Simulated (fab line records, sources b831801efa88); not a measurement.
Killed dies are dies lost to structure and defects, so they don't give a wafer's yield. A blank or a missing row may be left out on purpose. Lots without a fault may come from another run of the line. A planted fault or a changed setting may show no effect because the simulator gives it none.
Which tool did it? | flow gf180mcu | 12 lots, 36 wafers sampled, at 2 steps of a route of 602

WHAT THE GAUGES READ, wafer by wafer
GF_V3_RS_MEAS_24: measures by four-point-probe.
lot  | measured     | on            | V3_W_RS (ohm/sq)
L075 | day 22 17:07 | film_metro-03 | 0.313 0.316 0.328
L077 | day 23 10:30 | film_metro-01 | 0.329 0.317 0.330
L080 | day 24 17:22 | film_metro-03 | 0.318 0.331 0.333
L081 | day 25 02:47 | film_metro-03 | 0.316 0.331 0.325
L083 | day 25 23:09 | film_metro-03 | 0.323 0.318 0.320
L085 | day 26 13:50 | film_metro-03 | 0.320 0.325 0.320
L087 | day 27 06:15 | film_metro-03 | 0.334 0.332 0.321
L089 | day 27 19:38 | film_metro-02 | 0.324 0.330 0.321
L091 | day 28 12:06 | film_metro-01 | 0.329 0.325 0.319
L094 | day 28 22:35 | film_metro-02 | 0.327 0.320 0.313
L095 | day 29 09:17 | film_metro-02 | 0.329 0.317 0.327
L097 | day 29 20:52 | film_metro-03 | 0.314 0.329 0.317

WHICH TOOL RAN EACH LOT (tool, then ch and the chambers of the sampled wafers, then the start)
lot  | GF_M3_STRIP_17
L075 | plasma_asher-02 ch 0,1, day 21 15:02
L077 | plasma_asher-03 ch 0,1, day 22 09:27
L080 | plasma_asher-01 ch 0,1, day 23 16:45
L081 | plasma_asher-01 ch 0,1, day 24 00:55
L083 | plasma_asher-01 ch 0,1, day 24 23:32
L085 | plasma_asher-01 ch 0,1, day 25 15:06
L087 | plasma_asher-01 ch 0,1, day 26 07:17
L089 | plasma_asher-03 ch 0,1, day 26 20:50
L091 | plasma_asher-03 ch 0,1, day 27 14:01
L094 | plasma_asher-02 ch 0,1, day 28 00:34
L095 | plasma_asher-03 ch 0,1, day 28 11:58
L097 | plasma_asher-02 ch 0,1, day 28 23:55
- GF_M3_STRIP_17: strips in O2/N2.

THE ANSWER, worked out from the rows above alone
Rule: what is usual is taken from the lots themselves. Put in order of their means at a reading, lots are off if they are a third of the lots or fewer, leave a main group of 4 or more, and stand apart from it by a gap of 3 or more times the standard deviation of the main group's means; of several such gaps the widest counts. A main group whose means are all the same, to the digits that the tables above print for the reading, isn't used. A lot without any number at a reading at which 4 lots or more have one is off too. The other lots that the step has rows for count as sound.
No lot is off at any reading shown: from this, nothing can be told.

WHAT THE SIMULATOR HAD PUT IN
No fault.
